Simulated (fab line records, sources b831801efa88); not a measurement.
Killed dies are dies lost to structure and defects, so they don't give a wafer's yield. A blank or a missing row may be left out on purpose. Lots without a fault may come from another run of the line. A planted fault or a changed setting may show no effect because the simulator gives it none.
Problem report in the 8D (eight disciplines) form, filled by code | flow gf180mcu | the parts of the form that need people (team, actions taken, sign-off) are left out

1. THE PROBLEM
LVPWELL_RS at GF_VT_IMPLANT_RS_MEAS_48 reads a mean of 1246 ohm/sq on 6 wafers of 2 lots; wafers without a fault read 1197 ohm/sq with a standard deviation of 3.4. That is +14 standard deviations from the usual mean.
The step: measures by four-point-probe.
First seen on wafer L587.1, day 12 23:56, on film_metro-03. The record holds 39 wafers of 13 lots with a number at this step. Rule for "out", or "out of limits": more than 4 standard deviations from the usual mean. The other wafers with a number count as sound.

2. WHAT IT IS AND WHAT IT IS NOT
question                    | is                     | is not
which readings at this step | LVPWELL_RS             | -
which lots                  | L587, L589             | L569, L572, L575, L576, L577, L578, L579, L580, L584, L585, L591
which wafers of those lots  | all that have a number | -
read on which gauges        | film_metro-03          | film_metro-01, film_metro-02
when                        | from day 12 23:56      | up to then (30 sound wafers); but 3 sound wafers of L591 came after

3. SUSPECTS, AND WHAT RULES EACH OUT
Counting: a tool at a process step up to the reading stays a suspect if it ran every lot that is out and no sound lot after the first of them.
- the gauge at GF_VT_IMPLANT_RS_MEAS_48: ruled out. All the wafers that are out were read on film_metro-03, but those of them that GF_LVPWELL_IMPLANT_09 has rows for are out there too, on other tools.
- implanter-04 at GF_LVPWELL_IMPLANT_09: kept. It ran every lot that is out, first L587 (day 8 09:36), and no sound lot after that; its last sound lot up to then is L577 (day 5 22:17). Its own readings are out on those wafers: dose_ions_cm2, faraday_current_uA.
Left after counting: implanter-04 at GF_LVPWELL_IMPLANT_09.

4. THE CAUSE (what the simulator had put in)
Process parameter drift: implanter-04, from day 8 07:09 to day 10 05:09, at GF_LVPWELL_IMPLANT_09. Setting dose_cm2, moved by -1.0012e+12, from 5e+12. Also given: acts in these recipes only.
Counting left only this tool.

5. THE CHAIN OF EFFECTS, in route order
Each row: a reading whose mean over the struck wafers that have a number lies more than 3 standard deviations from the usual. Only readings for which the record gives a usual standard deviation are gone through. hours: the time from each lot's start at the first step in this table that gives one to its start at this step, as a median over the lots. sigmas: the change in usual standard deviations.
hours | step                     | reading            | usual       | on struck wafers | change | sigmas
0     | GF_LVPWELL_IMPLANT_09    | dose_ions_cm2      | 5e+12       | 4e+12            | -1e+12 | -99 or more
0     | GF_LVPWELL_IMPLANT_09    | faraday_current_uA | 28.1        | 22.7             | -5.4   | -9.3
111   | GF_VT_IMPLANT_RS_MEAS_48 | LVPWELL_RS         | 1197 ohm/sq | 1246             | +49    | +14
The process steps in it:
- GF_LVPWELL_IMPLANT_09
Later measuring or inspecting steps at which every struck wafer that the step has a row for has a number for every such reading, and none has moved that far: GF_M2_CD_MEAS_14.

6. WHAT WOULD HAVE CAUGHT IT SOONER
In this record the first reading out of limits at a measuring or inspecting step was taken at day 12 23:56, 113 hours after the fault began at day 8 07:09.
The tool's own readings at GF_LVPWELL_IMPLANT_09 were out on every struck wafer that the step has a row for (dose_ions_cm2, faraday_current_uA): an alarm limit on them would have fired on the first of those.
All the lots that are out (2) had begun GF_LVPWELL_IMPLANT_09 on implanter-04 by day 12 23:56. A hold on the tool at that time would have spared none of them.
